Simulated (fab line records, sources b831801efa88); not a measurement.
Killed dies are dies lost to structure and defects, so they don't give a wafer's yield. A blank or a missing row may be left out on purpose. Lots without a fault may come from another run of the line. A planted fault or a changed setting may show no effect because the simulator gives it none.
fab line records | flow sky130 | part 1 of 2: steps 1 to 26 of 36
record lots=5 wafers=15 last_day=51
route steps=708 shown VIA3@580 METAL4@598 CAP2M@603
lots that met no fault: from a run of the same line without faults
start_h: hours from the record's first day to the start of the lot's first wafer shown | wait_h: hours since the lot's step before | " the same as in the row above | L1.1+2: a row that stands for several wafers | - no value, or no start given | * or withheld: withheld | < > ~ a bound
route shown NAME@n: a module of which the file shows steps, and the number in the route of the first | usual: mean/standard deviation of fault-free wafers | same: alike in all rows | chamber/n: place in a boat | sites: the reading at each site | _std_site: their standard deviation | _edge_site: outer sites' mean less inner sites' | radius_mm: how far each site lies from the wafer's centre | mask NAME#n: copy n | behind: the tool/chamber that last shaped the wafer | hold: why the lot was held/for how many hours/how that ended | device: the transistor (n, p or np) that didn't switch | end of line: the same wafers' tests at the end of the route | a step without rows: its recipe alone | killed: dies lost to structure and defects at the first sort, not the wafer's yield | map: a wafer's dies, x killed, . not, _ none there
set.NAME: the setting as run; set.NAME@STEP: as run at that earlier step | model.NAME: the simulator's own value behind a step, which no gauge read
lots at some steps of the route; a table a step, a row a wafer
services: from which hour (start_h, from the record's first day; less than 0 if before it) a tool's chamber was out of use, for how many hours, and why
## steps
# step SKY_VIA3_COAT_07
# recipe resist=KrF-thick spin_rpm=3000 resist_thk_nm=450
# usual exhaust_pa=45.0/1.1
# columns lot.wafer tool chamber start_h wait_h exhaust_pa
L076.2 litho_track-01 0 - - 46.8
L076.3 " 0 " " 46.0
L076.5 " 0 " " 45.3
L079.3 litho_track-04 0 - - 45.0
L079.4 " 0 " " 46.3
L079.5 " 0 " " 44.3
L089.1 litho_track-01 0 - - 45.4
L089.2 " 0 " " 45.7
L089.4 " 0 " " 45.7
L095.3 litho_track-01 0 - - 42.7
L095.4 " 0 " " 43.2
L095.6 " 0 " " 45.1
L093.2 litho_track-03 0 - - 46.9
L093.5 " 0 " " 46.7
L093.6 " 0 " " 46.6
# step SKY_VIA3_SOFTBAKE_08
# recipe temp_c=100 time_s=90 resist=KrF-thick
# usual exhaust_pa=45.1/0.82
# columns lot.wafer tool chamber start_h wait_h exhaust_pa
L076.2 litho_track-01 0 - - 44.3
L076.3 " 0 " " 46.2
L076.5 " 0 " " 44.5
L079.3 litho_track-04 0 - - 46.3
L079.4 " 0 " " 45.6
L079.5 " 0 " " 45.7
L089.1 litho_track-01 0 - - 44.3
L089.2 " 0 " " 46.1
L089.4 " 0 " " 45.6
L095.3 litho_track-01 0 - - 45.0
L095.4 " 0 " " 45.5
L095.6 " 0 " " 44.8
L093.2 litho_track-03 0 - - 45.7
L093.5 " 0 " " 45.9
L093.6 " 0 " " 46.5
# step SKY_VIA3_EXPOSE_09
# recipe mask_id=VIM3 na=0.8 source_shape=annular sigma_inner=0.55 sigma_outer=0.85 target_cd_nm=200 dose_mj=38
# same na=0.8
# columns lot.wafer tool chamber start_h wait_h mask
L076.2+3+5 krf_scanner-01 0 - - VIM3#0
L079.3+4+5 krf_scanner-02 0 - - VIM3#0
L089.1+2+4 krf_scanner-02 0 - - VIM3#0
L095.3+4+6 krf_scanner-01 0 - - VIM3#0
L093.2+5+6 krf_scanner-01 0 - - VIM3#0
# step SKY_VIA3_PEB_10
# recipe peb_temp_c=withheld peb_time_s=withheld resist=KrF-thick
# usual exhaust_pa=44.9/0.86
# columns lot.wafer tool chamber start_h wait_h exhaust_pa
L076.2 litho_track-04 0 - - 45.6
L076.3 " 0 " " 44.2
L076.5 " 0 " " 44.8
L079.3 litho_track-01 0 - - 44.3
L079.4 " 0 " " 42.7
L079.5 " 0 " " 44.7
L089.1 litho_track-03 0 - - 46.4
L089.2 " 0 " " 44.5
L089.4 " 0 " " 45.0
L095.3 litho_track-01 0 - - 44.5
L095.4 " 0 " " 44.7
L095.6 " 0 " " 44.8
L093.2 litho_track-03 0 - - 44.8
L093.5 " 0 " " 44.9
L093.6 " 0 " " 45.7
# step SKY_VIA3_DEVELOP_11
# recipe develop_time_s=60 resist=KrF-thick dev_temp_c=21
# usual exhaust_pa=45.0/0.88
# columns lot.wafer tool chamber start_h wait_h exhaust_pa
L076.2 litho_track-04 0 - - 45.0
L076.3 " 0 " " 46.7
L076.5 " 0 " " 44.4
L079.3 litho_track-01 0 - - 46.4
L079.4 " 0 " " 45.6
L079.5 " 0 " " 45.2
L089.1 litho_track-03 0 - - 45.3
L089.2 " 0 " " 45.3
L089.4 " 0 " " 46.1
L095.3 litho_track-01 0 - - 44.1
L095.4 " 0 " " 44.2
L095.6 " 0 " " 44.0
L093.2 litho_track-03 0 - - 44.1
L093.5 " 0 " " 44.4
L093.6 " 0 " " 45.8
# step SKY_VIA3_CD_MEAS_12
# recipe target_cd_nm=200
# usual cd_nm=200.4/1.3
# columns lot.wafer tool chamber start_h wait_h cd_nm
L076.2 cd_sem-02 - 961.28 - 199.8
L076.3 " - " " 199.9
L076.5 " - " " 201.3
L079.3 cd_sem-02 - 987.08 - 199.9
L079.4 " - " " 200.0
L079.5 " - " " 199.1
L089.1 cd_sem-01 - 1053.08 - 200.8
L089.2 " - " " 199.1
L089.4 " - " " 199.3
L095.3 cd_sem-02 - 1090.23 - 197.5
L095.4 " - " " 198.1
L095.6 " - " " 198.2
L093.2 cd_sem-02 - 1092.80 - 201.3
L093.5 " - " " 200.3
L093.6 " - " " 200.0
# step SKY_VIA3_OVL_MEAS_13
# usual VIA3_OVL=4/6.2
# columns lot.wafer tool chamber start_h wait_h VIA3_OVL[nm]
L076.2 overlay-01 - 961.39 0.1 6
L076.3 " - " " 10
L076.5 " - " " 8
L079.3 overlay-01 - 987.17 0.1 0
L079.4 " - " " -9
L079.5 " - " " 9
L089.1 overlay-01 - 1053.20 0.1 22
L089.2 " - " " 11
L089.4 " - " " 1
L095.3 overlay-02 - 1090.32 0.1 12
L095.4 " - " " 16
L095.6 " - " " 10
L093.2 overlay-01 - 1092.90 0.1 -1
L093.5 " - " " 1
L093.6 " - " " 2
# step SKY_VIA3_ETCH_14
# recipe chemistry=N2/H2 target=BARC ion_energy_ev=200 source_w=500 bias_w=100 pressure_mtorr=30 n2_flow_sccm=100 h2_flow_sccm=200 stop_on=SiO2 time_s=45.9 target_depth_a=600
# usual chamber_pressure_mTorr=30.000/0.026 drypump_motor_current_A=5.7/0.41 oes_product_au=0.855/0.0048 throttle_valve_pct=13.226/0.0084
# columns lot.wafer tool chamber start_h wait_h chamber_pressure_mTorr drypump_motor_current_A oes_product_au rf_hours_counter_h throttle_valve_pct
L076.2 rie_diel-02 0 961.42 0.0 30.050 5.3 0.860 9 13.244
L076.3 " 3 " " 30.043 5.8 0.854 28 13.222
L076.5 " 1 " " 29.988 5.5 0.857 - 13.217
L079.3 rie_diel-03 2 987.20 0.0 29.990 6.4 0.860 0 13.225
L079.4 " 1 " " 29.936 5.5 0.856 16 13.222
L079.5 " 0 " " 29.977 5.8 0.866 - 13.216
L089.1 rie_diel-03 0 1053.23 0.0 30.005 5.7 0.854 1 13.220
L089.2 " 3 " " 29.974 5.8 0.858 14 13.233
L089.4 " 1 " " 29.936 5.5 0.848 19 13.214
L095.3 rie_diel-03 1 1090.35 0.0 30.022 5.5 0.856 20 13.222
L095.4 " 3 " " 29.983 5.8 0.852 15 13.228
L095.6 " 0 " " 30.029 5.7 0.856 - 13.219
L093.2 rie_diel-03 2 1092.93 0.0 29.980 6.4 0.855 4 13.224
L093.5 " 1 " " 29.994 5.5 0.854 - 13.229
L093.6 " 0 " " 30.006 5.7 0.862 - 13.230
# step SKY_VIA3_ETCH_15
# recipe target=SiO2 chemistry=C4F8/O2/Ar target_depth_nm=507 stop_on=TiN mask_material=KrF-thick source_w=1500 bias_w=1200 pressure_mtorr=40 c4f8_flow_sccm=withheld O2_flow_sccm=6 Ar_flow_sccm=300 time_s=78
# usual chamber_pressure_mTorr=40.00/0.031 oes_product_au=0.946/0.0049
# columns lot.wafer tool chamber start_h wait_h chamber_pressure_mTorr oes_product_au
L076.2 rie_diel-02 0 961.46 0.0 40.01 0.948
L076.3 " 3 " " 39.95 0.937
L076.5 " 1 " " 40.01 0.951
L079.3 rie_diel-03 2 987.24 0.0 40.00 0.943
L079.4 " 1 " " 39.99 0.943
L079.5 " 0 " " 39.98 0.946
L089.1 rie_diel-03 0 1053.27 0.0 40.03 0.947
L089.2 " 3 " " 40.07 0.948
L089.4 " 1 " " 39.94 0.950
L095.3 rie_diel-03 1 1090.39 0.0 40.07 0.945
L095.4 " 3 " " 40.03 0.945
L095.6 " 0 " " 40.02 0.942
L093.2 rie_diel-03 2 1092.97 0.0 40.00 0.944
L093.5 " 1 " " 39.98 0.947
L093.6 " 0 " " 39.96 0.940
# step SKY_VIA3_STRIP_16
# recipe chemistry=O2/N2 power_w=1400 pressure_mtorr=1500 platen_temp_c=withheld o2_flow_sccm=3000 n2_flow_sccm=300 overash_fraction=0.5
# usual chamber_pressure_mTorr=1500.1/1.5 drypump_motor_current_A=6.0/0.52 oes_product_au=0.402/0.0044 strip_time_to_endpoint_s=4.127/0.021
# columns lot.wafer tool chamber start_h wait_h chamber_pressure_mTorr drypump_motor_current_A oes_product_au rf_hours_counter_h strip_time_to_endpoint_s
L076.2 plasma_asher-03 0 961.52 0.0 1503.0 5.3 0.403 107 4.112
L076.3 " 1 " " 1501.6 6.4 0.399 - 4.131
L076.5 " 0 " " 1502.8 5.3 0.397 - 4.167
L079.3 plasma_asher-01 1 987.33 0.1 1497.9 6.5 0.407 - 4.142
L079.4 " 0 " " 1500.1 6.4 0.403 - 4.109
L079.5 " 0 " " 1500.7 6.4 0.414 - 4.127
L089.1 plasma_asher-03 1 1053.33 0.0 1500.2 6.5 0.400 117 4.148
L089.2 " 0 " " 1499.5 5.4 0.393 117 4.120
L089.4 " 1 " " 1498.5 6.4 0.392 - 4.080
L095.3 plasma_asher-01 0 1090.48 0.1 1499.4 6.4 0.414 - 4.139
L095.4 " 1 " " 1499.8 6.5 0.400 - 4.114
L095.6 " 0 " " 1500.5 6.4 0.403 - 4.138
L093.2 plasma_asher-01 1 1093.03 0.0 1499.3 6.5 0.404 101 4.106
L093.5 " 0 " " 1501.7 6.5 0.399 - 4.108
L093.6 " 1 " " 1500.8 6.5 0.407 - 4.154
# step SKY_VIA3_STRIP_17
# recipe chemistry=post_etch_residue_remover time_s=1200 temp_c=72.5
# columns lot.wafer tool chamber start_h wait_h
L076.2+3+5 wet_bench-03 0 961.62 0.1
L079.3+4+5 wet_bench-03 1 987.40 0.0
L089.1+2+4 wet_bench-03 3 1053.43 0.1
L095.3+4+6 wet_bench-01 0 1090.55 0.0
L093.2+5+6 wet_bench-03 2 1093.13 0.1
# step SKY_VIA3_CLEAN_18
# recipe chemistry=IPA time_s=180 temp_c=25
# columns lot.wafer tool chamber start_h wait_h
L076.2+3+5 wet_bench-01 0 961.99 0.0
L079.3+4+5 wet_bench-01 0 987.74 0.0
L089.1+2+4 wet_bench-01 1 1053.78 0.0
L095.3+4+6 wet_bench-04 0 1090.89 0.0
L093.2+5+6 wet_bench-04 3 1093.48 0.0
# step SKY_VIA3_CLEAN_19
# recipe chemistry=O3/DIW dry=n2_spin
# columns lot.wafer tool chamber start_h wait_h
L076.2+3+5 wet_bench-04 2 962.05 0.0
L079.3+4+5 wet_bench-03 0 987.80 0.0
L089.1+2+4 wet_bench-03 0 1053.83 0.0
L095.3+4+6 wet_bench-03 1 1090.95 0.0
L093.2+5+6 wet_bench-01 0 1093.53 0.0
# step SKY_VIA3_SPUTTER_20
# recipe material=TiN target_thk_nm=20 chamber_pressure_pa=5 power_w=4000 time_s=80
# usual throttle_valve_pct=29.8/0.91
# columns lot.wafer tool chamber start_h wait_h throttle_valve_pct
L076.2 pvd_sputter-02 - 962.14 0.0 29.4
L076.3 " - " " 29.3
L076.5 " - " " 29.6
L079.3 pvd_sputter-01 - 987.90 0.0 30.2
L079.4 " - " " 28.7
L079.5 " - " " 31.0
L089.1 pvd_sputter-02 - 1053.93 0.0 29.3
L089.2 " - " " 29.4
L089.4 " - " " 29.4
L095.3 pvd_sputter-04 - 1091.04 0.0 30.4
L095.4 " - " " 29.8
L095.6 " - " " 28.7
L093.2 pvd_sputter-01 - 1093.63 0.0 30.8
L093.5 " - " " 30.7
L093.6 " - " " 28.6
# step SKY_VIA3_CVD_21
# recipe material=W target_thk_nm=390 time_s=117.31 temp_c=400 pressure_torr=40
# usual heater_power_w=812/30
# columns lot.wafer tool chamber start_h wait_h heater_power_w
L076.2 cvd_w-02 0 962.21 0.0 810
L076.3 " 1 " " 778
L076.5 " 1 " " 780
L079.3 cvd_w-01 0 988.00 0.1 812
L079.4 " 1 " " 839
L079.5 " 1 " " 839
L089.1 cvd_w-01 1 1053.99 0.0 846
L089.2 " 0 " " 827
L089.4 " 1 " " 847
L095.3 cvd_w-01 0 1091.14 0.1 822
L095.4 " 1 " " 837
L095.6 " 1 " " 848
L093.2 cvd_w-01 1 1093.70 0.0 857
L093.5 " 1 " " 838
L093.6 " 0 " " 797
# step SKY_VIA3_RS_MEAS_22
# recipe thk_meas_gauge=four-point-probe reads=W_of_VIA3_CVD_21+TiN_of_VIA3_SPUTTER_20
# usual VIA3_W_RS=0.293/0.0053
# columns lot.wafer tool chamber start_h wait_h VIA3_W_RS[ohm/sq]
L076.2 film_metro-04 - 962.35 0.1 0.293
L076.3 " - " " 0.282
L076.5 " - " " 0.286
L079.3 film_metro-02 - 988.12 0.1 0.302
L079.4 " - " " 0.299
L079.5 " - " " 0.297
L089.1 film_metro-03 - 1054.11 0.1 0.304
L089.2 " - " " 0.293
L089.4 " - " " 0.297
L095.3 film_metro-03 - 1091.26 0.1 0.300
L095.4 " - " " 0.294
L095.6 " - " " 0.294
L093.2 film_metro-03 - 1093.84 0.1 0.296
L093.5 " - " " 0.296
L093.6 " - " " 0.301
# step SKY_VIA3_THK_MEAS_23
# recipe thk_meas_gauge=xrf reads=W_of_VIA3_CVD_21
# usual VIA3_W_THK=383/7.3
# columns lot.wafer tool chamber start_h wait_h VIA3_W_THK[nm]
L076.2 film_metro-04 - 962.46 0.1 381
L076.3 " - " " 400
L076.5 " - " " 393
L079.3 film_metro-02 - 988.22 0.1 375
L079.4 " - " " 378
L079.5 " - " " 382
L089.1 film_metro-03 - 1054.23 0.1 362
L089.2 " - " " 376
L089.4 " - " " 373
L095.3 film_metro-03 - 1091.36 0.1 375
L095.4 " - " " 381
L095.6 " - " " 383
L093.2 film_metro-03 - 1093.95 0.1 382
L093.5 " - " " 380
L093.6 " - " " 376
# step SKY_VIA3_CMP_24
# recipe stop_on=SiO2 t_overpolish_s=20 down_force_psi=3.5 platen_rpm=60 target_thk_nm=0 pad_velocity_m_s=0.94248
# usual motor_current_A=11.7/1.4 overpolish_run_s=20.000/0.0088 time_to_endpoint_s=96/4
# columns lot.wafer tool chamber start_h wait_h motor_current_A overpolish_run_s time_to_endpoint_s
L076.2 cmp-02 1 962.56 0.1 11.3 20.013 91
L076.3 " 2 " " 12.7 19.997 94
L076.5 " 1 " " 11.2 20.002 99
L079.3 cmp-01 3 988.31 0.1 14.2 19.985 94
L079.4 " 1 " " 11.1 19.998 99
L079.5 " 2 " " 12.1 20.003 98
L089.4 cmp-01 3 1054.34 0.1 14.3 19.998 97
L089.2 " 0 " " 11.7 19.987 103
L089.1 " 1 " " 11.3 19.978 95
L095.3 cmp-02 2 1091.50 0.1 12.1 20.005 92
L095.4 " 3 " " 10.3 20.002 99
L095.6 " 0 " " 9.2 19.997 96
L093.2 cmp-01 1 1094.00 0.0 11.4 20.001 92
L093.6 " 1 " " 11.3 19.997 92
L093.5 " 2 " " 12.5 19.988 89
# step SKY_METAL4_SPUTTER_00
# recipe material=Ti target_thk_nm=15 power_w=3000 time_s=10 chamber_pressure_pa=0.4
# usual throttle_valve_pct=29.6/1.3
# columns lot.wafer tool chamber start_h wait_h throttle_valve_pct
L076.2 pvd_sputter-04 - 962.81 0.2 29.8
L076.3 " - " " 28.7
L076.5 " - " " 31.4
L079.3 pvd_sputter-03 - 988.56 0.2 28.3
L079.4 " - " " 27.8
L079.5 " - " " 28.3
L089.1 pvd_sputter-04 - 1054.59 0.1 31.5
L089.2 " - " " 28.8
L089.4 " - " " 30.4
L095.3 pvd_sputter-03 - 1091.70 0.1 29.8
L095.4 " - " " 28.2
L095.6 " - " " 31.2
L093.2 pvd_sputter-03 - 1094.30 0.2 27.4
L093.5 " - " " 27.4
L093.6 " - " " 31.4
# step SKY_METAL4_SPUTTER_01
# recipe material=TiN target_thk_nm=20 power_w=6500 time_s=16.7 chamber_pressure_pa=0.4
# usual throttle_valve_pct=29.5/1.3
# columns lot.wafer tool chamber start_h wait_h throttle_valve_pct
L076.2 pvd_sputter-04 - 962.83 0.0 29.7
L076.3 " - " " 28.8
L076.5 " - " " 31.2
L079.3 pvd_sputter-03 - 988.58 0.0 28.7
L079.4 " - " " 27.5
L079.5 " - " " 28.2
L089.1 pvd_sputter-04 - 1054.61 0.0 31.3
L089.2 " - " " 28.8
L089.4 " - " " 30.6
L095.3 pvd_sputter-03 - 1091.73 0.0 30.0
L095.4 " - " " 28.5
L095.6 " - " " 31.3
L093.2 pvd_sputter-03 - 1094.32 0.0 27.9
L093.5 " - " " 27.7
L093.6 " - " " 31.2
# step SKY_METAL4_SPUTTER_02
# recipe material=AlCu target_thk_nm=735 power_w=10600 time_s=39.1 chamber_pressure_pa=0.4
# usual throttle_valve_pct=29.5/1.3
# columns lot.wafer tool chamber start_h wait_h throttle_valve_pct
L076.2 pvd_sputter-04 - 962.86 0.0 29.9
L076.3 " - " " 28.6
L076.5 " - " " 31.3
L079.3 pvd_sputter-03 - 988.61 0.0 28.2
L079.4 " - " " 27.7
L079.5 " - " " 28.5
L089.1 pvd_sputter-04 - 1054.64 0.0 31.3
L089.2 " - " " 28.4
L089.4 " - " " 30.7
L095.3 pvd_sputter-03 - 1091.75 0.0 29.8
L095.4 " - " " 28.5
L095.6 " - " " 31.2
L093.2 pvd_sputter-03 - 1094.35 0.0 27.7
L093.5 " - " " 27.8
L093.6 " - " " 31.4
# step SKY_METAL4_SPUTTER_03
# recipe material=Ti target_thk_nm=5 power_w=3000 time_s=3.3 chamber_pressure_pa=0.4
# usual throttle_valve_pct=29.6/1.3
# columns lot.wafer tool chamber start_h wait_h throttle_valve_pct
L076.2 pvd_sputter-04 - 962.89 0.0 29.8
L076.3 " - " " 28.8
L076.5 " - " " 31.3
L079.3 pvd_sputter-03 - 988.65 0.0 28.4
L079.4 " - " " 27.7
L079.5 " - " " 28.7
L089.1 pvd_sputter-04 - 1054.68 0.0 31.4
L089.2 " - " " 28.7
L089.4 " - " " 30.4
L095.3 pvd_sputter-03 - 1091.79 0.0 29.6
L095.4 " - " " 28.4
L095.6 " - " " 31.3
L093.2 pvd_sputter-03 - 1094.38 0.0 27.7
L093.5 " - " " 27.5
L093.6 " - " " 31.3
# step SKY_METAL4_SPUTTER_04
# recipe material=TiN target_thk_nm=70 power_w=6500 time_s=58.3 chamber_pressure_pa=0.4
# usual throttle_valve_pct=29.5/1.3
# columns lot.wafer tool chamber start_h wait_h throttle_valve_pct
L076.2 pvd_sputter-04 - 962.91 0.0 29.6
L076.3 " - " " 28.7
L076.5 " - " " 31.4
L079.3 pvd_sputter-03 - 988.66 0.0 28.3
L079.4 " - " " 27.6
L079.5 " - " " 28.4
L089.1 pvd_sputter-04 - 1054.69 0.0 31.3
L089.2 " - " " 28.6
L089.4 " - " " 30.5
L095.3 pvd_sputter-03 - 1091.81 0.0 29.9
L095.4 " - " " 28.3
L095.6 " - " " 31.2
L093.2 pvd_sputter-03 - 1094.40 0.0 27.7
L093.5 " - " " 27.5
L093.6 " - " " 31.3
# step SKY_CAP2M_CVD_00
# recipe material=SiO2 target_thk_nm=15.5 temp_c=400 time_s=withheld rf_w=450
# usual heater_power_w=739/120
# columns lot.wafer tool chamber start_h wait_h heater_power_w
L076.2 pecvd-03 1 962.96 0.0 753
L076.3 " 2 " " 454
L076.5 " 0 " " 875
L079.3 pecvd-01 2 988.71 0.0 731
L079.4 " 2 " " 725
L079.5 " 1 " " 632
L089.1 pecvd-04 0 1054.74 0.0 781
L089.2 " 2 " " 767
L089.4 " 1 " " 700
L095.3 pecvd-04 0 1091.87 0.0 860
L095.4 " 1 " " 817
L095.6 " 0 " " 836
L093.2 pecvd-04 0 1094.45 0.0 870
L093.5 " 0 " " 875
L093.6 " 2 " " 830
# step SKY_CAP2M_THK_MEAS_01
# recipe reads=SiO2_of_CAP2M_CVD_00
# usual CAP2M_CVD_00_THK=15.48/0.25
# columns lot.wafer tool chamber start_h wait_h CAP2M_CVD_00_THK[nm]
L076.2 film_metro-02 - 962.99 - 15.37
L076.3 " - " " 15.42
L076.5 " - " " 15.54
L079.3 film_metro-04 - 988.75 - 15.61
L079.4 " - " " 15.85
L079.5 " - " " 15.41
L089.1 film_metro-01 - 1054.77 - 15.65
L089.2 " - " " 15.49
L089.4 " - " " 15.21
L095.3 film_metro-04 - 1091.91 - 15.82
L095.4 " - " " 15.35
L095.6 " - " " 15.88
L093.2 film_metro-04 - 1094.48 - 15.86
L093.5 " - " " 16.10
L093.6 " - " " 15.90
# step SKY_CAP2M_SPUTTER_02
# recipe material=TiN target_thk_nm=200 temp_c=300 power_w=6500 time_s=166.7 chamber_pressure_pa=0.4
# usual throttle_valve_pct=29.5/0.99
# columns lot.wafer tool chamber start_h wait_h throttle_valve_pct
L076.2 pvd_sputter-03 - 963.04 0.0 28.0
L076.3 " - " " 29.8
L076.5 " - " " 29.8
L079.3 pvd_sputter-02 - 988.79 0.0 29.6
L079.4 " - " " 29.3
L079.5 " - " " 29.6
L089.1 pvd_sputter-02 - 1054.83 0.1 29.6
L089.2 " - " " 29.3
L089.4 " - " " 29.5
L095.3 pvd_sputter-02 - 1091.95 0.0 29.3
L095.4 " - " " 29.5
L095.6 " - " " 30.4
L093.2 pvd_sputter-02 - 1094.53 0.0 29.3
L093.5 " - " " 30.4
L093.6 " - " " 29.8
